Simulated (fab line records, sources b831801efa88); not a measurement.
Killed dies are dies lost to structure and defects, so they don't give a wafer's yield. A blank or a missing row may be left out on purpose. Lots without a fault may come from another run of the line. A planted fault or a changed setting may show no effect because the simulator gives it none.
fab line records | flow sky130
record lots=13 wafers=39 last_day=50
route steps=708 shown PWDE@52 NWELL@67 VT_ADJUST_LVTN@105 PAD_OPEN@708
lots that met no fault: from a run of the same line without faults
start_h: hours from the record's first day to the start of the lot's first wafer shown | wait_h: hours since the lot's step before | " the same as in the row above | L1.1+2: a row that stands for several wafers | - no value, or no start given | * or withheld: withheld | < > ~ a bound
route shown NAME@n: a module of which the file shows steps, and the number in the route of the first | usual: mean/standard deviation of fault-free wafers | same: alike in all rows | chamber/n: place in a boat | sites: the reading at each site | _std_site: their standard deviation | _edge_site: outer sites' mean less inner sites' | radius_mm: how far each site lies from the wafer's centre | mask NAME#n: copy n | behind: the tool/chamber that last shaped the wafer | hold: why the lot was held/for how many hours/how that ended | device: the transistor (n, p or np) that didn't switch | end of line: the same wafers' tests at the end of the route | a step without rows: its recipe alone | killed: dies lost to structure and defects at the first sort, not the wafer's yield | map: a wafer's dies, x killed, . not, _ none there
set.NAME: the setting as run; set.NAME@STEP: as run at that earlier step | model.NAME: the simulator's own value behind a step, which no gauge read
steps of the route over a sample of lots; a table a step, a row a wafer
services: from which hour (start_h, from the record's first day; less than 0 if before it) a tool's chamber was out of use, for how many hours, and why
## steps
# step SKY_PWDE_OVL_MEAS_07
# usual PWDE_OVL=-1.4/1.3
# columns lot.wafer tool chamber start_h wait_h PWDE_OVL[nm]
L719.2 overlay-02 - 73.94 - -1.6
L719.3 " - " " -1.3
L719.4 " - " " -2.2
L720.1 overlay-02 - 79.24 - -0.5
L720.4 " - " " -1.7
L720.5 " - " " -1.4
L723.1 overlay-02 - 97.89 - -0.7
L723.2 " - " " -0.8
L723.6 " - " " -0.9
L725.2 overlay-02 - 110.92 - -3.0
L725.5 " - " " -1.3
L725.6 " - " " -2.2
L726.1 overlay-02 - 113.84 - -4.0
L726.2 " - " " 0.0
L726.3 " - " " -2.2
L728.1 overlay-01 - 124.42 - -1.4
L728.2 " - " " -1.3
L728.3 " - " " -1.4
L729.1 overlay-01 - 130.64 - -1.1
L729.3 " - " " -0.4
L729.4 " - " " 1.0
L732.1 overlay-02 - 146.34 - -1.7
L732.3 " - " " -3.2
L732.6 " - " " -3.1
L735.3 overlay-02 - 165.98 - -3.0
L735.4 " - " " 0.4
L735.5 " - " " -2.9
L736.1 overlay-01 - 168.17 - -0.6
L736.4 " - " " -0.9
L736.5 " - " " 0.1
L737.3 overlay-02 - 176.23 - -2.6
L737.4 " - " " -1.8
L737.5 " - " " -1.2
L739.1 overlay-02 - 186.37 - -3.2
L739.5 " - " " -1.3
L739.6 " - " " -1.6
L740.2 overlay-02 - 194.47 - -2.3
L740.3 " - " " -2.2
L740.5 " - " " -0.5
# step SKY_NWELL_STRIP_14
# recipe chemistry=O2/N2 power_w=1400 pressure_mtorr=1500 platen_temp_c=withheld o2_flow_sccm=3000 n2_flow_sccm=300 overash_fraction=0.5
# usual drypump_motor_current_A=5.8/0.38 oes_product_au=0.722/0.0046 strip_time_to_endpoint_s=36.89/0.1
# columns lot.wafer tool chamber start_h wait_h drypump_motor_current_A oes_product_au rf_hours_counter_h strip_time_to_endpoint_s
L719.2 plasma_asher-01 0 92.10 0.1 5.1 0.726 43 36.92
L719.3 " 0 " " 5.1 0.728 - 37.09
L719.4 " 1 " " 5.9 0.722 - 37.04
L720.1 plasma_asher-04 1 97.55 0.1 5.8 0.731 41 36.98
L720.4 " 0 " " 5.5 0.723 - 37.00
L720.5 " 0 " " 5.5 0.721 - 36.93
L723.1 plasma_asher-02 0 116.72 0.1 6.4 0.728 30 36.94
L723.2 " 1 " " 5.9 0.723 30 36.87
L723.6 " 0 " " 6.5 0.717 - 36.87
L725.2 plasma_asher-01 1 130.45 0.1 5.9 0.723 1 36.90
L725.5 " 1 " " 5.9 0.720 - 36.89
L725.6 " 0 " " 5.1 0.723 - 36.85
L726.1 plasma_asher-04 0 132.88 0.1 5.5 0.722 45 36.89
L726.2 " 1 " " 5.7 0.725 45 36.96
L726.3 " 0 " " 5.5 0.727 - 36.85
L728.1 plasma_asher-04 0 144.25 0.1 5.6 0.726 47 36.83
L728.2 " 1 " " 5.8 0.718 47 36.74
L728.3 " 0 " " 5.5 0.721 - 36.77
L729.1 plasma_asher-04 1 150.73 0.1 5.7 0.720 48 36.79
L729.3 " 1 " " 5.7 0.716 - 36.76
L729.4 " 0 " " 5.5 0.717 - 36.79
L732.1 plasma_asher-04 0 167.43 0.1 5.6 0.723 50 36.84
L732.3 " 0 " " 5.6 0.722 - 36.70
L732.6 " 1 " " 5.7 0.729 - 36.70
L735.3 plasma_asher-04 1 186.90 0.1 5.7 0.729 - 36.93
L735.4 " 0 " " 5.5 0.727 - 36.87
L735.5 " 1 " " 5.7 0.724 - 36.82
L736.1 plasma_asher-02 0 189.12 0.1 6.4 0.724 32 36.86
L736.4 " 0 " " 6.4 0.720 - 36.76
L736.5 " 1 " " 5.9 0.718 - 36.84
L737.3 plasma_asher-04 1 198.71 0.1 5.7 0.717 - 36.78
L737.4 " 0 " " 5.6 0.720 - 36.91
L737.5 " 1 " " 5.7 0.726 - 36.81
L739.1 plasma_asher-02 0 209.37 0.1 6.5 0.724 34 36.92
L739.5 " 0 " " 6.5 0.721 - 36.84
L739.6 " 1 " " 5.9 0.726 - 36.81
L740.2 plasma_asher-04 1 217.25 0.1 5.7 0.724 56 36.81
L740.3 " 0 " " 5.6 0.725 - 36.80
L740.5 " 1 " " 5.6 0.725 - 36.91
# step SKY_NWELL_OVL_MEAS_23
# usual NWELL_01_OVL=0.0/1.3
# columns lot.wafer tool chamber start_h wait_h NWELL_01_OVL[nm]
L719.2 overlay-02 - 110.65 - -0.4
L719.3 " - " " -0.8
L719.4 " - " " 0.9
L720.1 overlay-01 - 115.32 - -1.6
L720.4 " - " " 1.0
L720.5 " - " " 1.9
L723.1 overlay-02 - 136.42 - -2.8
L723.2 " - " " -0.2
L723.6 " - " " -0.7
L725.2 overlay-02 - 149.44 - 0.4
L725.5 " - " " 0.2
L725.6 " - " " 0.2
L726.1 overlay-01 - 152.34 - 1.7
L726.2 " - " " 1.9
L726.3 " - " " 0.6
L728.1 overlay-01 - 164.44 - -0.1
L728.2 " - " " -1.1
L728.3 " - " " -1.0
L729.1 overlay-01 - 171.04 - 1.1
L729.3 " - " " 2.1
L729.4 " - " " 0.4
L732.1 overlay-02 - 187.94 - 0.0
L732.3 " - " " 1.3
L732.6 " - " " -0.7
L735.3 overlay-02 - 209.25 - 1.9
L735.4 " - " " -1.8
L735.5 " - " " -0.3
L736.1 overlay-02 - 210.92 - -2.2
L736.4 " - " " -0.2
L736.5 " - " " -0.2
L737.3 overlay-02 - 221.33 - 0.9
L737.4 " - " " -0.1
L737.5 " - " " -0.3
L739.1 overlay-02 - 231.89 - 2.2
L739.5 " - " " 2.1
L739.6 " - " " 2.5
L740.2 overlay-01 - 240.55 - -1.6
L740.3 " - " " 0.8
L740.5 " - " " -1.1
# step SKY_VT_ADJUST_LVTN_IMPLANT_08
# recipe species=B energy_kev=30 dose_cm2=1.57e+12 tilt_deg=withheld
# columns lot.wafer tool chamber start_h wait_h
L719.2+3+4 implanter-02 0 149.23 0.0
L720.1+4+5 implanter-04 0 153.50 0.0
L723.1+2+6 implanter-04 0 176.83 0.0
L725.2+5+6 implanter-02 0 190.93 0.0
L726.1+2+3 implanter-04 0 193.78 0.0
L728.1+2+3 implanter-01 0 208.83 0.0
L729.1+3+4 implanter-04 0 215.55 0.0
L732.1+3+6 implanter-04 0 233.93 0.0
L735.3+4+5 implanter-04 0 257.58 0.1
L736.1+4+5 implanter-01 0 258.85 0.0
L737.3+4+5 implanter-01 0 270.25 0.1
L739.1+5+6 implanter-02 0 280.55 0.0
L740.2+3+5 implanter-01 0 290.18 0.0
# step SKY_VT_ADJUST_LVTN_TW_MEAS_10
# usual VT_ADJUST_LVTN_TW=239.8/2.1
# columns lot.wafer tool chamber start_h wait_h VT_ADJUST_LVTN_TW
L719.2 film_metro-01 - 149.46 0.1 238.7
L719.3 " - " " 238.7
L719.4 " - " " 238.5
L720.1 film_metro-02 - 153.75 0.1 235.6
L720.4 " - " " 236.3
L720.5 " - " " 236.9
L723.1 film_metro-03 - 177.08 0.1 242.0
L723.2 " - " " 241.1
L723.6 " - " " 241.1
L725.2 film_metro-03 - 191.16 0.1 241.6
L725.5 " - " " 241.2
L725.6 " - " " 241.6
L726.1 film_metro-03 - 194.03 0.1 243.5
L726.2 " - " " 240.9
L726.3 " - " " 241.6
L728.1 film_metro-02 - 209.08 0.1 237.3
L728.2 " - " " 237.3
L728.3 " - " " 237.3
L729.1 film_metro-01 - 215.80 0.1 239.1
L729.3 " - " " 238.0
L729.4 " - " " 239.3
L732.1 film_metro-01 - 234.18 0.1 226.3
L732.3 " - " " 226.8
L732.6 " - " " 225.7
L735.3 film_metro-02 - 257.80 0.1 224.0
L735.4 " - " " 223.3
L735.5 " - " " 224.7
L736.1 film_metro-03 - 259.10 0.1 241.0
L736.4 " - " " 241.8
L736.5 " - " " 241.9
L737.3 film_metro-01 - 270.47 0.1 239.0
L737.4 " - " " 238.8
L737.5 " - " " 238.8
L739.1 film_metro-03 - 280.80 0.1 243.5
L739.5 " - " " 241.8
L739.6 " - " " 241.1
L740.2 film_metro-01 - 290.41 0.1 240.2
L740.3 " - " " 240.5
L740.5 " - " " 240.5
# step SKY_PAD_OPEN_PROBE_99
# usual killed_at_M0_to_M3=44/8.6 killed_at_M4_up=3.4/1.9 killed_at_contacts=23/5.7 killed_at_front_end=15/4.5 killed_at_other=0.4/0.62 killed_dies=86/11 killed_open=46/7.6 killed_short=39/6.3
# same gross_dies=492 killed_at_back_side=0
# columns lot.wafer tool chamber start_h wait_h killed_at_M0_to_M3 killed_at_M4_up killed_at_contacts killed_at_front_end killed_at_other killed_dies killed_open killed_short
L726.1 prober-01 - 1144.81 0.1 32 3 16 12 0 63 34 29
L726.2 prober-01 - 1144.86 0.1 44 5 30 15 1 95 46 47
L726.3 prober-01 - 1144.91 0.2 58 2 21 11 0 92 53 38
L728.1 prober-02 - 1145.96 0.1 44 2 22 18 0 86 51 35
L728.2 prober-02 - 1146.01 0.1 43 3 26 20 0 92 54 38
L728.3 prober-02 - 1146.06 0.2 31 1 28 27 0 87 53 34
L732.1 prober-01 - 1173.31 0.1 53 0 20 14 2 89 48 40
L732.3 prober-01 - 1173.41 0.2 34 2 31 20 0 87 44 43
L732.6 prober-01 - 1173.56 0.2 34 4 36 19 0 93 47 46
L735.3 prober-01 - 1180.24 0.2 54 5 27 7 0 93 49 44
L735.4 prober-01 - 1180.29 0.2 39 8 20 20 0 87 46 41
L735.5 prober-01 - 1180.34 0.2 50 2 23 9 0 84 47 37
L736.1 prober-02 - 1185.05 0.1 66 4 27 17 0 114 67 47
L736.4 prober-02 - 1185.20 0.2 38 2 28 21 0 89 49 40
L736.5 prober-02 - 1185.25 0.2 39 2 24 9 0 74 41 33
L739.1 prober-01 - 1194.92 0.1 36 0 33 8 1 78 35 43
L739.5 prober-01 - 1195.12 0.2 37 2 18 9 0 66 28 38
L739.6 prober-01 - 1195.17 0.2 35 1 23 14 0 73 39 34
# killed by level:class
L726.1 CONTACT:geometric_particle:open=6 VIA2:geometric_particle:open=6 LI_CONTACT:geometric_particle:open=5 VIA1:geometric_particle:short=5 VIA1:geometric_particle:open=5 METAL1:geometric_particle:short=4 VIA3:geometric_particle:open=4 FIELD_ISO:geometric_particle:open=3
L726.2 VIA1:geometric_particle:open=10 LI_CONTACT:geometric_particle:open=7 CONTACT:geometric_particle:open=7 VIA2:geometric_particle:open=7 LI_CONTACT:geometric_particle:short=6 LOCAL_INTERCONNECT:geometric_particle:short=5 METAL2:geometric_particle:short=5 POLY_GATE:geometric_particle:open=4
L726.3 VIA3:geometric_particle:open=11 VIA1:geometric_particle:open=11 METAL2:geometric_particle:short=8 LI_CONTACT:geometric_particle:open=8 VIA2:geometric_particle:open=8 METAL1:geometric_particle:short=7 CONTACT:geometric_particle:open=5 FIELD_ISO:geometric_particle:open=4
L728.1 VIA1:geometric_particle:open=14 FIELD_ISO:geometric_particle:open=8 VIA2:geometric_particle:open=8 CONTACT:geometric_particle:short=6 FIELD_ISO:geometric_particle:short=5 CONTACT:geometric_particle:open=5 LI_CONTACT:geometric_particle:open=5 LOCAL_INTERCONNECT:geometric_particle:short=5
L728.2 VIA1:geometric_particle:open=12 CONTACT:geometric_particle:open=8 POLY_GATE:geometric_particle:open=7 VIA2:geometric_particle:open=7 VIA1:geometric_particle:short=6 LI_CONTACT:geometric_particle:open=5 LI_CONTACT:geometric_particle:short=5 METAL2:geometric_particle:short=5
L728.3 CONTACT:geometric_particle:open=9 VIA1:geometric_particle:open=9 FIELD_ISO:geometric_particle:open=7 POLY_GATE:geometric_particle:open=7 LI_CONTACT:geometric_particle:open=7 VIA3:geometric_particle:open=7 CONTACT:geometric_particle:short=6 FIELD_ISO:geometric_particle:short=5
L732.1 VIA1:geometric_particle:open=12 VIA3:geometric_particle:open=8 VIA2:geometric_particle:short=7 VIA2:geometric_particle:open=6 CONTACT:geometric_particle:short=6 CONTACT:geometric_particle:open=6 METAL1:geometric_particle:short=6 VIA1:geometric_particle:short=4
L732.3 CONTACT:geometric_particle:open=13 POLY_GATE:geometric_particle:short=7 VIA1:geometric_particle:open=7 FIELD_ISO:geometric_particle:short=6 LOCAL_INTERCONNECT:geometric_particle:short=6 VIA3:geometric_particle:short=6 LI_CONTACT:geometric_particle:open=5 VIA2:geometric_particle:short=5
L732.6 CONTACT:geometric_particle:open=12 LI_CONTACT:geometric_particle:open=8 VIA1:geometric_particle:open=8 CONTACT:geometric_particle:short=7 LOCAL_INTERCONNECT:geometric_particle:short=6 METAL2:geometric_particle:short=6 FIELD_ISO:geometric_particle:short=5 FIELD_ISO:geometric_particle:open=4
L735.3 VIA1:geometric_particle:open=14 VIA3:geometric_particle:open=11 LI_CONTACT:geometric_particle:open=8 CONTACT:geometric_particle:open=8 METAL1:geometric_particle:short=6 LOCAL_INTERCONNECT:geometric_particle:short=5 VIA2:geometric_particle:open=5 VIA3:geometric_particle:short=5
L735.4 VIA1:geometric_particle:open=8 VIA3:geometric_particle:open=6 FIELD_ISO:geometric_particle:short=5 CONTACT:geometric_particle:open=5 POLY_GATE:geometric_particle:open=4 LI_CONTACT:geometric_particle:open=4 METAL1:geometric_particle:short=4 VIA2:geometric_particle:open=4
L735.5 VIA2:geometric_particle:open=10 CONTACT:geometric_particle:open=9 VIA1:geometric_particle:open=9 LI_CONTACT:geometric_particle:open=6 METAL1:geometric_particle:short=6 METAL2:geometric_particle:short=6 CONTACT:geometric_particle:short=5 VIA1:geometric_particle:short=4
L736.1 VIA1:geometric_particle:open=16 CONTACT:geometric_particle:open=13 METAL2:geometric_particle:short=11 VIA3:geometric_particle:open=11 POLY_GATE:geometric_particle:short=7 VIA2:geometric_particle:open=7 LI_CONTACT:geometric_particle:open=6 VIA1:geometric_particle:short=5
L736.4 VIA3:geometric_particle:open=9 FIELD_ISO:geometric_particle:open=8 CONTACT:geometric_particle:short=8 VIA1:geometric_particle:open=8 LI_CONTACT:geometric_particle:open=7 CONTACT:geometric_particle:open=5 VIA2:geometric_particle:open=5 FIELD_ISO:geometric_particle:short=4
L736.5 VIA1:geometric_particle:open=11 LI_CONTACT:geometric_particle:open=8 CONTACT:geometric_particle:open=7 METAL2:geometric_particle:short=6 VIA2:geometric_particle:open=4 VIA3:geometric_particle:short=4 LOCAL_INTERCONNECT:geometric_particle:short=3 CONTACT:geometric_particle:short=3
L739.1 LI_CONTACT:geometric_particle:open=9 CONTACT:geometric_particle:open=9 METAL1:geometric_particle:short=7 LOCAL_INTERCONNECT:geometric_particle:short=6 LI_CONTACT:geometric_particle:short=6 METAL2:geometric_particle:short=6 VIA3:geometric_particle:short=4 VIA1:geometric_particle:open=3
L739.5 VIA2:geometric_particle:open=8 FIELD_ISO:geometric_particle:short=6 VIA1:geometric_particle:open=6 LI_CONTACT:geometric_particle:open=5 CONTACT:geometric_particle:short=5 LOCAL_INTERCONNECT:geometric_particle:short=4 METAL1:geometric_particle:short=4 VIA1:geometric_particle:short=4
L739.6 CONTACT:geometric_particle:open=11 VIA2:geometric_particle:open=7 LI_CONTACT:geometric_particle:open=6 VIA1:geometric_particle:open=6 METAL1:geometric_particle:short=5 METAL3:geometric_particle:short=4 LOCAL_INTERCONNECT:geometric_particle:short=4 VIA3:geometric_particle:open=4
## services
# columns tool chamber start_h hours kind
implanter-04 - 71.53 6.1 repair
implanter-01 - 81.94 2.0 repair
plasma_asher-01 - 100.75 3.1 repair
plasma_asher-01 - 108.36 2.7 repair
plasma_asher-02 - 109.33 1.5 repair
plasma_asher-01 - 111.09 9.0 pm
plasma_asher-01 0 111.09 9.0 vent_cycle
plasma_asher-01 1 111.09 9.0 vent_cycle
plasma_asher-01 0 120.09 - clean
plasma_asher-01 1 120.09 - clean
implanter-02 - 120.73 3.4 repair
plasma_asher-02 - 122.32 58.8 repair
implanter-04 - 124.91 3.0 repair
implanter-02 - 137.23 3.2 repair
implanter-04 - 139.68 1.7 repair
implanter-02 - 156.56 1.9 repair
implanter-01 - 159.29 1.2 repair
plasma_asher-04 - 187.11 1.5 repair
plasma_asher-01 - 195.03 28.6 pm
implanter-01 - 209.83 3.8 pm
plasma_asher-01 - 277.26 1.2 repair
## key
first_sign step=SKY_VT_ADJUST_LVTN_TW_MEAS_10 reading=VT_ADJUST_LVTN_TW direction=down sigmas=6.9 usual=239.8 struck=225.1
effect none on later readings
met_at SKY_VT_ADJUST_LVTN_IMPLANT_08
struck_lots L732,L735
tester_left_out L732,L735
not_acting_at SKY_PWDE_OVL_MEAS_07,SKY_NWELL_STRIP_14,SKY_NWELL_OVL_MEAS_23
onset_between 215.55 233.93
fault kind=process_parameter_drift tool=implanter-04 chamber=- onset_h=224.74 steps=SKY_VT_ADJUST_LVTN_IMPLANT_08 channel=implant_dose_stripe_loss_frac offset=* shape=step end_h=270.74
# tester_left_out: of these lots the tester's yield and bins aren't shown, on N5 and GAA mostly nor the transistor test; their killed dies are dies lost to structure and defects alone, not to doping, threshold or leakage, so they don't give the yield
